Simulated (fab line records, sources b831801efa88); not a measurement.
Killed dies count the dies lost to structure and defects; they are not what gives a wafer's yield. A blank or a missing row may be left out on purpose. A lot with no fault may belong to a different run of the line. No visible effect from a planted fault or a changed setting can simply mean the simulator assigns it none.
The tool behind it: which one? -- flow sky130 -- Sampling: 14 lots, 42 wafers, 3 of 708 route steps

## WHAT THE GAUGES READ, wafer by wafer
SKY_POLY_GATE_THK_MEAS_21.
lot,measured,on,POLY_GATE_OXIDATION_THK (nm)
L623,day 16 18:21,filmMetro-01,3.94 3.93 3.95
L624,day 16 22:58,filmMetro-04,3.99 4.11 4.10
L625,day 17 10:14,filmMetro-02,4.15 4.09 4.13
L627,day 17 15:44,filmMetro-04,4.05 4.05 4.08
L626,day 17 15:46,filmMetro-01,4.00 3.98 4.02
L628,day 18 14:58,filmMetro-02,4.05 4.04 4.13
L631,day 19 13:36,filmMetro-01,3.89 3.87 3.90
L639,day 22 15:37,filmMetro-02,3.93 3.87 3.93
L640,day 23 03:59,filmMetro-01,4.03 4.01 3.99
L641,day 23 06:15,filmMetro-04,4.08 4.17 4.07
L642,day 23 07:35,filmMetro-04,3.98 4.02 3.99
L643,day 23 14:25,filmMetro-02,3.90 3.96 3.97
L644,day 24 02:59,filmMetro-01,3.79 3.85 3.75
L646,day 24 19:10,filmMetro-02,3.99 4.12 4.10

## TOOL THAT RAN EACH LOT (tool first, then ch and the chambers of the sampled wafers, then the start)
lot,SKY_POLY_GATE_ETCH_16,SKY_POLY_GATE_ETCH_17
L623,"rieDiel-04 ch 1,3, day 16 14:49","rieSi-02 ch 0,3, day 16 14:55"
L624,"rieDiel-02 ch 1,2, day 16 20:43","rieSi-02 ch 0,2,3, day 16 20:49"
L625,"rieDiel-02 ch 0,1, day 17 06:52","rieSi-01 ch 1,2, day 17 06:58"
L627,"rieDiel-02 ch 0,1, day 17 12:44","rieSi-01 ch 1,2, day 17 12:50"
L626,"rieDiel-04 ch 0,2,3, day 17 13:05","rieSi-02 ch 0,3, day 17 13:11"
L628,"rieDiel-02 ch 0,1, day 18 13:25","rieSi-02 ch 0,1,2, day 18 13:31"
L631,"rieDiel-04 ch 0,1,3, day 19 12:02","rieSi-01 ch 0,1,2, day 19 12:08"
L639,"rieDiel-04 ch 1,2, day 22 14:04","rieSi-01 ch 1,3, day 22 14:09"
L640,"rieDiel-04 ch 0,2,3, day 23 02:26","rieSi-02 ch 1,3, day 23 02:32"
L641,"rieDiel-02 ch 1,2,3, day 23 04:41","rieSi-01 ch 1,3, day 23 04:47"
L642,"rieDiel-01 ch 0,2,3, day 23 06:02","rieSi-02 ch 2,3, day 23 06:08"
L643,"rieDiel-01 ch 0,1, day 23 12:50","rieSi-01 ch 1,2,3, day 23 12:56"
L644,"rieDiel-01 ch 0,2, day 24 01:26","rieSi-02 ch 2,3, day 24 01:32"
L646,"rieDiel-01 ch 0,2,3, day 24 17:37","rieSi-01 ch 1,2,3, day 24 17:42"
- SKY_POLY_GATE_ETCH_16: etches Si3N4 in CH3F/O2, stops on poly-Si, time 147.5 s, target depth 75 nm.
- SKY_POLY_GATE_ETCH_17: etches poly-Si in HBr/Cl2, stops on SiO2, target depth 180 nm, time 67.32 s.

## WHAT THE TOOLS THEMSELVES READ (means of the sampled wafers that have a number; where no wafer has one, the mark that the record gives instead)
SKY_POLY_GATE_ETCH_16.
lot,tool,drypumpMotorCurrentA (A),oesProductAu (a.u.),throttleValvePct (%)
L623,rieDiel-04,5.2,0.641,10.534
L624,rieDiel-02,5.2,0.639,10.535
L625,rieDiel-02,5.5,0.637,10.531
L627,rieDiel-02,5.5,0.643,10.535
L626,rieDiel-04,5.7,0.636,10.532
L628,rieDiel-02,5.9,0.643,10.537
L631,rieDiel-04,5.5,0.638,10.542
L639,rieDiel-04,5.3,0.640,10.533
L640,rieDiel-04,5.7,0.641,10.535
L641,rieDiel-02,5.3,0.639,10.534
L642,rieDiel-01,6.4,0.643,10.537
L643,rieDiel-01,5.4,0.643,10.540
L644,rieDiel-01,6.3,0.648,10.549
L646,rieDiel-01,6.4,0.646,10.535

SKY_POLY_GATE_ETCH_17.
lot,tool,drypumpMotorCurrentA (A),heBacksideLeakSccm (sccm),oesProductAu (a.u.),throttleValvePct (%)
L623,rieSi-02,5.9,3.02,0.991,33.684
L624,rieSi-02,5.7,3.10,0.993,33.682
L625,rieSi-01,5.4,2.52,0.991,33.682
L627,rieSi-01,5.4,2.55,0.996,33.682
L626,rieSi-02,5.5,2.92,0.983,33.679
L628,rieSi-02,5.8,2.73,1.000,33.678
L631,rieSi-01,5.4,2.68,0.991,33.686
L639,rieSi-01,5.7,2.47,0.999,33.696
L640,rieSi-02,5.3,2.73,0.997,33.687
L641,rieSi-01,5.8,2.74,0.994,33.693
L642,rieSi-02,5.6,2.79,0.992,33.681
L643,rieSi-01,5.5,2.79,0.993,33.683
L644,rieSi-02,5.4,2.90,0.995,33.693
L646,rieSi-01,5.5,2.74,0.999,33.679

## THE ANSWER, worked out from the rows above alone
Rule: the lots themselves supply what counts as usual. The widest of any qualifying gaps counts: lots, ordered by their means at a reading, are off when they make up no more than a third of the lots, leave a main group of 4 or more, and stand apart from it by 3 or more times the standard deviation of that group's means. A main group is skipped when, at the precision printed for the reading in the tables above, its means are all equal. Also off: a lot with no number at a reading for which 4 or more lots have one. Where the step has rows for the other lots, those lots are counted as sound. Order of review: gauges by route order, followed by the tools' own readings, for which a lot's mean as printed above is used. At the first step where some lot is off, the reading lying furthest off is the one used; lots without a number count as furthest.
Across all readings shown, no lot is off: no conclusion can be drawn from this.

## WHAT THE SIMULATOR HAD INSERTED
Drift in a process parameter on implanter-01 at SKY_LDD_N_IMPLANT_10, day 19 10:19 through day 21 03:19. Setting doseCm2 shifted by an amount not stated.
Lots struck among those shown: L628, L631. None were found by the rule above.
